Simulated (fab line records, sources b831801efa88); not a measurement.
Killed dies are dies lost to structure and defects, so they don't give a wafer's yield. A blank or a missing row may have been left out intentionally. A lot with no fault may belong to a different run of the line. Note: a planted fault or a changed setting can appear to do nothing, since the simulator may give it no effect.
Problem report in the 8D (eight disciplines) form, filled by code -- flow gf180mcu -- the parts of the form that need people (team, actions taken, sign-off) are left out

== 1. WHAT WENT WRONG ==
SALICIDE_TIN_RS at GF_SALICIDE_RS_MEAS_04 reads a mean of 18.73 ohm/sq on 2 wafers of 1 lot; wafers without a fault read 16.46 ohm/sq with a standard deviation of 0.25. Measured from the usual mean, that is +9.1 standard deviations.
The step: measures by four-point-probe.
Seen first at day 19 00:29 on film_metro-02, wafer L231.2. At this step, 39 wafers from 13 lots have a number in the record. Rule for "out", or "out of limits": more than 4 standard deviations from the usual mean. The other wafers with a number count as sound.

== 2. WHAT IT IS, WHAT IT ISN'T ==
question,is,is not
which readings at this step,SALICIDE_TIN_RS,-
which lots,L231,"L221, L222, L223, L224, L226, L235, L236, L237, L239, L240, L241, L243"
which wafers of those lots,"L231.2, L231.5",L231.3
read on which gauges,film_metro-02,"film_metro-03, film_metro-04"
when,from day 19 00:29,"up to then (16 sound wafers); but 21 sound wafers of L235, L236, L237, L239, L240, L241, L243 came after"

== 3. THE SUSPECTS, EACH WITH WHAT RULES IT OUT ==
Counting: if a tool at a process step up to the reading ran every lot that is out, it stays a suspect. Sound lots after the first of them don't rule it out here, since some wafers of a struck lot are sound.
- the gauge at GF_SALICIDE_RS_MEAS_04: kept. All the wafers that are out were read on film_metro-02, and no step on other tools shows them out.
- pvd_sputter-03 at GF_SALICIDE_SPUTTER_02 (material Co, target thk 10 nm, time 20 s): kept. L231, the lot that is out, went through it at day 19 00:25; up to then, the latest sound lot through it was L223 at day 15 18:25.
- pvd_sputter-03 at GF_SALICIDE_SPUTTER_03 (material TiN, target thk 20 nm, time 16.7 s): kept. L231, the lot that is out, went through it at day 19 00:26; up to then, the latest sound lot through it was L223 at day 15 18:27.
pvd_sputter-03 at GF_SALICIDE_SPUTTER_02, pvd_sputter-03 at GF_SALICIDE_SPUTTER_03 and film_metro-02 at GF_SALICIDE_RS_MEAS_04 are what is left after counting.

== 4. THE CAUSE (what the simulator had put in) ==
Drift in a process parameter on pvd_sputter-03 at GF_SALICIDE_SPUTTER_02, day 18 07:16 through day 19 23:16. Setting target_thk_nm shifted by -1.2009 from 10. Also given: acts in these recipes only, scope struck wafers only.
This tool is one of the 3 suspects left after counting.

== 5. SEQUENCE OF EFFECTS, ordered by route ==
Each row: a reading whose mean over the struck wafers that have a number lies more than 3 standard deviations from the usual. Readings are gone through only where the record gives a usual standard deviation; hours: the median, over the lots, of the time from a lot's start at the first step in this table giving one to that lot's start at this step; sigmas: the change measured in usual standard deviations.
hours,step,reading,usual,on struck wafers,change,sigmas
0,GF_SALICIDE_RS_MEAS_04,SALICIDE_TIN_RS,16.46 ohm/sq,18.73,+2.27,+9.1

== 6. WHAT WOULD HAVE CAUGHT IT SOONER ==
The first out-of-limits reading at a measuring or inspecting step in this record came at day 19 00:29, 17 hours after the fault's start at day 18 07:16.
Tool readings at GF_SALICIDE_SPUTTER_02 with a usual standard deviation given in the record: none out on any struck wafer, hence no alarm at a limit of 4 standard deviations on them.
All the lots that are out (1) had begun GF_SALICIDE_SPUTTER_02 on pvd_sputter-03 by day 19 00:29. None of them would have been spared by holding the tool at that moment.
